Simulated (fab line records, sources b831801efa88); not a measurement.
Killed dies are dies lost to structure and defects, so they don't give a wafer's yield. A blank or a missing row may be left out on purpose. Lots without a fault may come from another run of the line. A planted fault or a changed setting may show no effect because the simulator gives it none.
Problem report in the 8D (eight disciplines) form, filled by code | flow gf180mcu | the parts of the form that need people (team, actions taken, sign-off) are left out

1. THE PROBLEM
heater_power_total_W at GF_M3_PEB_12 reads a mean of 87.63 W on 3 wafers of 2 lots; wafers without a fault read 85.71 W with a standard deviation of 0.089. That is +22 standard deviations from the usual mean.
The step: peb time 90 s.
First seen on wafer L889.2, day 26 00:53, on litho_track-04. The record holds 42 wafers of 14 lots with a number at this step. Rule for "out", or "out of limits": more than 4 standard deviations from the usual mean. The other wafers with a number count as sound.

2. WHAT IT IS AND WHAT IT IS NOT
question                    | is                     | is not
which readings at this step | heater_power_total_W   | -
which lots                  | L889, L890             | L876, L878, L879, L881, L882, L883, L885, L886, L887, L888, L898, L899
which wafers of those lots  | L889.2, L890.2, L890.5 | L889.3, L889.6, L890.3
read on which tools         | litho_track-04         | litho_track-01, litho_track-02
when                        | from day 26 00:53      | up to then (32 sound wafers); but 7 sound wafers of L890, L898, L899 came after

3. SUSPECTS, AND WHAT RULES EACH OUT
Counting: a tool at a process step up to the reading stays a suspect if it ran every lot that is out. Sound lots after the first of them don't rule it out here, since some wafers of a struck lot are sound.
- litho_track-04 at GF_M3_PEB_12 (peb time 90 s): kept. It ran every lot that is out, first L889 (day 26 00:53); its last sound lot up to then is L887 (day 25 11:09). Its own readings are out on those wafers: heater_power_total_W.
Left after counting: litho_track-04 at GF_M3_PEB_12.

4. THE CAUSE (what the simulator had put in)
Process parameter drift: litho_track-04, from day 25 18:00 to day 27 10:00, at GF_M3_PEB_12. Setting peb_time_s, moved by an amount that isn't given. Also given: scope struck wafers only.
Counting left only this tool.

5. THE CHAIN OF EFFECTS, in route order
Each row: a reading whose mean over the struck wafers that have a number lies more than 3 standard deviations from the usual. Only readings for which the record gives a usual standard deviation are gone through. hours: the time from each lot's start at the first step in this table that gives one to its start at this step, as a median over the lots. sigmas: the change in usual standard deviations.
hours | step         | reading              | usual   | on struck wafers | change | sigmas
0     | GF_M3_PEB_12 | heater_power_total_W | 85.71 W | 87.63            | +1.92  | +22
The process steps in it:
- GF_M3_PEB_12: peb time 90 s.

6. WHAT WOULD HAVE CAUGHT IT SOONER
In this record the first reading out of limits was taken at day 26 00:53, 7 hours after the fault began at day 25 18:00.
